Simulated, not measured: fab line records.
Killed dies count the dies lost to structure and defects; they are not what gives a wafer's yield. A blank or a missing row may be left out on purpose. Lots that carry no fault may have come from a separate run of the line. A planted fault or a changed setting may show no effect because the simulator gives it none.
Which tool is to blame? + flow sky130 + 30 wafers from 10 lots sampled at 6 of the route's 708 steps

WHAT THE GAUGES READ, wafer by wafer
SKY_CAPM_RS_MEAS_03: measurement is done with a four-point probe.
| lot  | measured     | on            | CAPM_TIN_RS (ohm/sq) |
|------|--------------|---------------|----------------------|
| L484 | day 37 12:25 | film_metro-03 | 6.94 6.94 7.04       |
| L488 | day 38 14:44 | film_metro-03 | 6.81 6.85 6.91       |
| L489 | day 38 22:25 | film_metro-04 | 6.93 6.94 7.03       |
| L491 | day 39 11:04 | film_metro-04 | 6.88 6.81 6.97       |
| L499 | day 41 11:07 | film_metro-03 | 6.98 6.93 7.00       |
| L500 | day 41 17:12 | film_metro-04 | 6.93 6.95 6.87       |
| L501 | day 42 03:15 | film_metro-04 | 6.92 6.96 6.90       |
| L502 | day 42 08:44 | film_metro-01 | 6.97 6.92 6.92       |
| L503 | day 42 16:42 | film_metro-04 | 6.81 6.87 6.80       |
| L504 | day 43 00:11 | film_metro-04 | 7.02 6.96 7.00       |

SKY_VIA3_RS_MEAS_22: measurement is done with a four-point probe.
| lot  | measured     | on            | VIA3_W_RS (ohm/sq) |
|------|--------------|---------------|--------------------|
| L484 | day 40 16:13 | film_metro-02 | 0.296 0.294 0.294  |
| L488 | day 41 18:25 | film_metro-03 | 1.058 0.295 1.070  |
| L489 | day 42 01:52 | film_metro-01 | 0.286 0.293 0.287  |
| L491 | day 42 14:26 | film_metro-02 | 1.010 0.295 1.028  |
| L499 | day 44 12:50 | film_metro-01 | 0.283 0.292 0.293  |
| L500 | day 44 17:56 | film_metro-03 | 0.296 0.293 0.292  |
| L501 | day 45 01:43 | film_metro-01 | 0.285 0.290 0.288  |
| L502 | day 45 09:22 | film_metro-02 | 0.294 0.293 0.295  |
| L503 | day 45 16:41 | film_metro-03 | 0.298 0.297 0.297  |
| L504 | day 45 22:16 | film_metro-01 | 0.287 0.294 0.285  |

SKY_VIA3_THK_MEAS_23: measures by xrf.
| lot  | measured     | on            | VIA3_W_THK (nm) |
|------|--------------|---------------|-----------------|
| L484 | day 40 16:20 | film_metro-02 | 381 381 382     |
| L488 | day 41 18:32 | film_metro-03 | 111 385 110     |
| L489 | day 42 01:59 | film_metro-01 | 391 385 392     |
| L491 | day 42 14:34 | film_metro-02 | 115 379 113     |
| L499 | day 44 12:57 | film_metro-01 | 401 387 386     |
| L500 | day 44 18:04 | film_metro-03 | 383 387 384     |
| L501 | day 45 01:49 | film_metro-01 | 393 390 390     |
| L502 | day 45 09:28 | film_metro-02 | 378 379 376     |
| L503 | day 45 16:48 | film_metro-03 | 376 375 375     |
| L504 | day 45 22:21 | film_metro-01 | 395 384 394     |

EACH LOT AND THE TOOL THAT RAN IT (in order: tool; ch and the chambers of the sampled wafers; start)
| lot  | SKY_CAPM_SPUTTER_02          | SKY_CAPM_METAL_ETCH_13            | SKY_VIA3_CVD_21               |
|------|------------------------------|-----------------------------------|-------------------------------|
| L484 | pvd_sputter-03, day 37 12:17 | rie_metal-03 ch 0,1, day 38 13:11 | cvd_w-02 ch 0,1, day 40 16:05 |
| L488 | pvd_sputter-02, day 38 14:38 | rie_metal-03 ch 0, day 39 15:09   | cvd_w-02 ch 0,1, day 41 18:17 |
| L489 | pvd_sputter-01, day 38 22:18 | rie_metal-03 ch 0,1, day 39 21:56 | cvd_w-01 ch 0,1, day 42 01:45 |
| L491 | pvd_sputter-01, day 39 10:56 | rie_metal-03 ch 0,1, day 40 11:26 | cvd_w-02 ch 0, day 42 14:11   |
| L499 | pvd_sputter-01, day 41 11:01 | rie_metal-03 ch 0,1, day 42 10:36 | cvd_w-01 ch 0,1, day 44 12:42 |
| L500 | pvd_sputter-01, day 41 17:05 | rie_metal-04 ch 0,1, day 42 16:36 | cvd_w-02 ch 0,1, day 44 17:49 |
| L501 | pvd_sputter-03, day 42 03:08 | rie_metal-04 ch 0,1, day 43 01:53 | cvd_w-01 ch 0,1, day 45 01:34 |
| L502 | pvd_sputter-03, day 42 08:36 | rie_metal-03 ch 0,1, day 43 08:29 | cvd_w-02 ch 0,1, day 45 09:13 |
| L503 | pvd_sputter-02, day 42 16:35 | rie_metal-04 ch 0,1, day 43 15:45 | cvd_w-02 ch 0,1, day 45 16:34 |
| L504 | pvd_sputter-03, day 43 00:01 | rie_metal-02 ch 0,1, day 43 22:38 | cvd_w-01 ch 0,1, day 45 22:07 |
- SKY_CAPM_SPUTTER_02: material TiN, target thk 200 nm, time 166.7 s.
- SKY_CAPM_METAL_ETCH_13: etches TiN in Cl2/BCl3, stops on SiO2, target depth 220 nm, time 62.9 s.
- SKY_VIA3_CVD_21: deposits W, target thk 390 nm, time 117.31 s.

WHAT THE TOOLS THEMSELVES READ (means of the sampled wafers that have a number; where no wafer has one, the mark that the record gives instead)
SKY_CAPM_SPUTTER_02.
| lot  | tool           | susceptor_temp_C (C) | throttle_valve_pct (%) |
|------|----------------|----------------------|------------------------|
| L484 | pvd_sputter-03 | 300.11               | 30.0                   |
| L488 | pvd_sputter-02 | 299.97               | 30.4                   |
| L489 | pvd_sputter-01 | 300.07               | 29.9                   |
| L491 | pvd_sputter-01 | 299.87               | 30.0                   |
| L499 | pvd_sputter-01 | 300.20               | 30.9                   |
| L500 | pvd_sputter-01 | 300.03               | 29.7                   |
| L501 | pvd_sputter-03 | 300.02               | 29.9                   |
| L502 | pvd_sputter-03 | 299.94               | 29.4                   |
| L503 | pvd_sputter-02 | 299.88               | 31.2                   |
| L504 | pvd_sputter-03 | 300.07               | 31.9                   |

SKY_CAPM_METAL_ETCH_13.
| lot  | tool         | drypump_motor_current_A (A) | oes_product_au (a.u.) | throttle_valve_pct (%) |
|------|--------------|-----------------------------|-----------------------|------------------------|
| L484 | rie_metal-03 | 5.7                         | 0.933                 | 21.908                 |
| L488 | rie_metal-03 | 5.4                         | 0.946                 | 21.899                 |
| L489 | rie_metal-03 | 5.9                         | 0.939                 | 21.905                 |
| L491 | rie_metal-03 | 5.7                         | 0.946                 | 21.905                 |
| L499 | rie_metal-03 | 5.7                         | 0.939                 | 21.901                 |
| L500 | rie_metal-04 | 5.4                         | 0.947                 | 21.900                 |
| L501 | rie_metal-04 | 5.2                         | 0.943                 | 21.903                 |
| L502 | rie_metal-03 | 5.7                         | 0.943                 | 21.900                 |
| L503 | rie_metal-04 | 5.4                         | 0.947                 | 21.892                 |
| L504 | rie_metal-02 | 6.1                         | 0.934                 | 21.902                 |

SKY_VIA3_CVD_21.
| lot  | tool     | heater_power_outer_w (W) | heater_power_w (W) | susceptor_temp_C (C) |
|------|----------|--------------------------|--------------------|----------------------|
| L484 | cvd_w-02 | 513                      | 848                | 399.82               |
| L488 | cvd_w-02 | 492                      | 819                | 400.05               |
| L489 | cvd_w-01 | 495                      | 829                | 400.13               |
| L491 | cvd_w-02 | 473                      | 774                | 399.63               |
| L499 | cvd_w-01 | 497                      | 833                | 400.09               |
| L500 | cvd_w-02 | 496                      | 810                | 399.90               |
| L501 | cvd_w-01 | 488                      | 845                | 399.84               |
| L502 | cvd_w-02 | 512                      | 851                | 399.95               |
| L503 | cvd_w-02 | 513                      | 852                | 400.07               |
| L504 | cvd_w-01 | 490                      | 835                | 400.00               |

THE ANSWER, worked out from the rows above alone
Rule: the usual values come from the lots themselves. Put in order of their means at a reading, lots are off if they are a third of the lots or fewer, leave a main group of 4 or more, and stand apart from it by a gap of 3 or more times the standard deviation of the main group's means; of several such gaps the widest counts. If all means in a main group match to the digits the tables above print for the reading, that group is not used. A lot without any number at a reading at which 4 lots or more have one is off too. The other lots that the step has rows for count as sound. First the gauges in route order, then the tools' own readings, where a lot's mean is used as printed above. At the first step where some lot is off, the reading lying furthest off is the one used; lots without a number count as furthest.
Off: L488, L491, seen at SKY_VIA3_RS_MEAS_22 (VIA3_W_RS). For the main group the mean is 0.292 ohm/sq and the standard deviation 0.0034.
A tool fits if, at a process step before that reading, it ran every lot that is off, and no sound lot after the first of them. Gauges at SKY_VIA3_RS_MEAS_22: tried the same way as those tools. None of those tried fits.

WHAT THE SIMULATOR HAD PUT IN
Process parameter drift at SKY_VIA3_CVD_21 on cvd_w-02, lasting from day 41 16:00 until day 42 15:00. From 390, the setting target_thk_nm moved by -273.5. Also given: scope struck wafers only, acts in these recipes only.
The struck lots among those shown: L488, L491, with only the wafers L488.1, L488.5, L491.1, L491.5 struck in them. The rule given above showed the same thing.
